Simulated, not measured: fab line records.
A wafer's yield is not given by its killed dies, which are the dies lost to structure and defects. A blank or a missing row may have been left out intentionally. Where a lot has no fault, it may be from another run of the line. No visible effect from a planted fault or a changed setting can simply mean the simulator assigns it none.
Struck lot and sound lot, side by side    flow sky130    15 out of 708 route steps
Sound: the wafers L276.1, L276.4, L276.5. Wafers struck: L283.1, L283.2, L283.4. The cause is given at the end.
Per side, at each step with rows, come the tool, then ch with its chambers, and then its first start. Under that, the readings that differ: sound wafers    struck wafers    difference of the means    sigmas: that difference in standard deviations of wafers without a fault.
alike: readings with means less than 2 such deviations apart, plus words and numbers identical on both sides. not compared: withheld readings, readings lacking a value on some wafer, bounds such as >300 that could conceal the same value, and numbers that have no deviation in the record and whose values overlap.
Wherever a step has rows on one side only, a row that says differs or no value, or a row with sigmas, the two part there. Numbers that have no deviation but don't overlap get no sigmas and don't part them. A reading that every wafer of one side lacks parts them only if that side has two wafers or more.

SKY_VIA3_OVL_MEAS_13:
  sound on overlay-01, day 40 15:02; struck on overlay-02, day 43 08:58
  alike: VIA3_OVL
then, 1 step without rows for these wafers: SKY_VIA3_ETCH_14 (etches BARC in N2/H2, stops on SiO2, time 45.9 s, target depth 60 nm).
SKY_VIA3_ETCH_15: etches SiO2 in C4F8/O2/Ar, stops on TiN, target depth 507 nm, time 78 s.
  sound on rie_diel-02 ch 1,2,3, day 40 15:07; struck on rie_diel-03 ch 1,2,3, day 43 09:02
  alike: oes_product_au
  not compared: rf_hours_counter_h
SKY_VIA3_STRIP_16: strips in O2/N2.
  sound on plasma_asher-02 ch 0,1, day 40 15:11; struck on plasma_asher-01 ch 0,1, day 43 09:06
  alike: drypump_motor_current_A, oes_product_au, strip_time_to_endpoint_s
  not compared: rf_hours_counter_h
then, 3 steps without rows for these wafers: SKY_VIA3_STRIP_17 (strips in post etch residue remover, time 1200 s); SKY_VIA3_CLEAN_18 (cleans in IPA, time 180 s); SKY_VIA3_CLEAN_19 (cleans in O3/DIW).
SKY_VIA3_SPUTTER_20: material TiN, target thk 20 nm, time 80 s.
  sound on pvd_sputter-02, day 40 15:46; struck on pvd_sputter-03, day 43 09:44
reading                 sound           struck          difference  sigmas
throttle_valve_pct (%)  31.1 31.4 29.8  28.8 28.8 28.6  -2.0        -2
  alike: cathode_dc_power_W, chamber_pressure_pa
SKY_VIA3_CVD_21: deposits W, target thk 390 nm, time 117.31 s.
  sound on cvd_w-02 ch 0,1, day 40 15:50; struck on cvd_w-02 ch 0,1, day 43 09:47
  alike: chamber_pressure_Torr, heater_power_w
SKY_VIA3_RS_MEAS_22: uses a four-point probe to measure.
  sound on film_metro-03, day 40 15:57; struck on film_metro-02, day 43 09:55
  alike: VIA3_W_RS
SKY_VIA3_THK_MEAS_23: measures by xrf.
  sound on film_metro-03, day 40 16:04; struck on film_metro-02, day 43 10:02
  alike: VIA3_W_THK
SKY_VIA3_CMP_24: polishes, stops on SiO2, t overpolish 20 s, target thk 0 nm.
  sound on cmp-01 ch 0,2, day 40 16:08; struck on cmp-02 ch 0,2,3, day 43 10:09
  alike: motor_current_A, overpolish_run_s, time_to_endpoint_s
SKY_METAL4_SPUTTER_00: material Ti, target thk 15 nm, time 10 s.
  sound on pvd_sputter-03, day 40 16:26; struck on pvd_sputter-01, day 43 10:24
  no value came back on the struck wafers for cathode_dc_power_W (W), chamber_pressure_pa (Pa), throttle_valve_pct (%); on the sound wafers cathode_dc_power_W (W) reads 2999.7 2999.4 3000.5
then, 1 step without rows for these wafers: SKY_METAL4_SPUTTER_01 (material TiN, target thk 20 nm, time 16.7 s).
-- the record jumps here: 5 days lie between the struck wafers' starts before and after (it left off in module METAL4 and takes up again in module PAD_OPEN, whose first step shown is number 708 of the route) --
SKY_PAD_OPEN_PROBE_99:
  sound on prober-02, day 46 14:04; struck on prober-01, day 48 18:23
  alike: defect_limited_yield, killed_at_M0_to_M3, killed_at_M4_up, killed_at_contacts, killed_at_front_end, killed_at_other, killed_dies, killed_on_rim, killed_open, killed_short, sort_bin_3_pad_short, sort_bin_5_function, sort_bin_6_memory, sort_n_pass, sort_yield_pct
  not compared: model.etest.via3_chain.rc_ohm

WHERE THEY PART
First at SKY_VIA3_SPUTTER_20; last, within this record, at SKY_METAL4_SPUTTER_00. Later steps at which nothing parts them and some readings are alike: SKY_PAD_OPEN_PROBE_99.

WHY: the cause the simulator had injected
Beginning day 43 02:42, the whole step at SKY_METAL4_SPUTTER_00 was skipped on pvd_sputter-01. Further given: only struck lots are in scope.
